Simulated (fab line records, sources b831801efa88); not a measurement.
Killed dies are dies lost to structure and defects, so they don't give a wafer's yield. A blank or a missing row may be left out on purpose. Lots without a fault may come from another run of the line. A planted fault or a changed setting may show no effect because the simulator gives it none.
Problem report in the 8D (eight disciplines) form, filled by code | flow sfq_line | the parts of the form that need people (team, actions taken, sign-off) are left out

1. THE PROBLEM
head_pressure_psi at SFQ_TRILAYER_I7_CMP_CMP_184 reads a mean of 2.380 psi on 9 wafers of 3 lots; wafers without a fault read 3.000 psi with a standard deviation of 0.0068. That is -91 standard deviations from the usual mean.
The step: polishes SiO2.
First seen on wafer L909.1, day 68 18:49, on cmp-01. The record holds 45 wafers of 15 lots with a number at this step. Rule for "out", or "out of limits": more than 4 standard deviations from the usual mean. The other wafers with a number count as sound.

2. WHAT IT IS AND WHAT IT IS NOT
question                    | is                                    | is not
which readings at this step | head_pressure_psi, time_to_endpoint_s | motor_current_A
which lots                  | L909, L910, L913                      | L900, L901, L902, L907, L908, L911, L912, L914, L916, L920, L921, L922
which wafers of those lots  | all that have a number                | -
read on which tools         | cmp-01                                | cmp-02
when                        | from day 68 18:49                     | up to then (15 sound wafers); but 21 sound wafers of L911, L912, L914, L916, L920, L921, L922 came after

3. SUSPECTS, AND WHAT RULES EACH OUT
Counting: a tool at a process step up to the reading stays a suspect if it ran every lot that is out and no sound lot after the first of them.
- cmp-01 at SFQ_TRILAYER_I7_CMP_CMP_184 (polishes SiO2): ruled out as a lasting fault. Sound lots L922 ran on it after its first lot that is out, L909 (day 68 18:49).
Left after counting: nothing in the record.

4. THE CAUSE (what the simulator had put in)
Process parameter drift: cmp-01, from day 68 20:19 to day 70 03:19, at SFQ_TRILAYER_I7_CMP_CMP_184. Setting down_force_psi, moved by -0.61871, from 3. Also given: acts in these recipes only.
Counting ruled it out, wrongly.

5. THE CHAIN OF EFFECTS, in route order
Each row: a reading whose mean over the struck wafers that have a number lies more than 3 standard deviations from the usual. Only readings for which the record gives a usual standard deviation are gone through. hours: the time from each lot's start at the first step in this table that gives one to its start at this step, as a median over the lots. sigmas: the change in usual standard deviations.
hours | step                        | reading            | usual     | on struck wafers | change | sigmas
0     | SFQ_TRILAYER_I7_CMP_CMP_184 | head_pressure_psi  | 3.000 psi | 2.380            | -0.620 | -91
0     | SFQ_TRILAYER_I7_CMP_CMP_184 | time_to_endpoint_s | 216 s     | 277              | +61    | +8.5
The process steps in it:
- SFQ_TRILAYER_I7_CMP_CMP_184: polishes SiO2.

6. WHAT WOULD HAVE CAUGHT IT SOONER
In this record the first reading out of limits was taken at day 68 18:49.
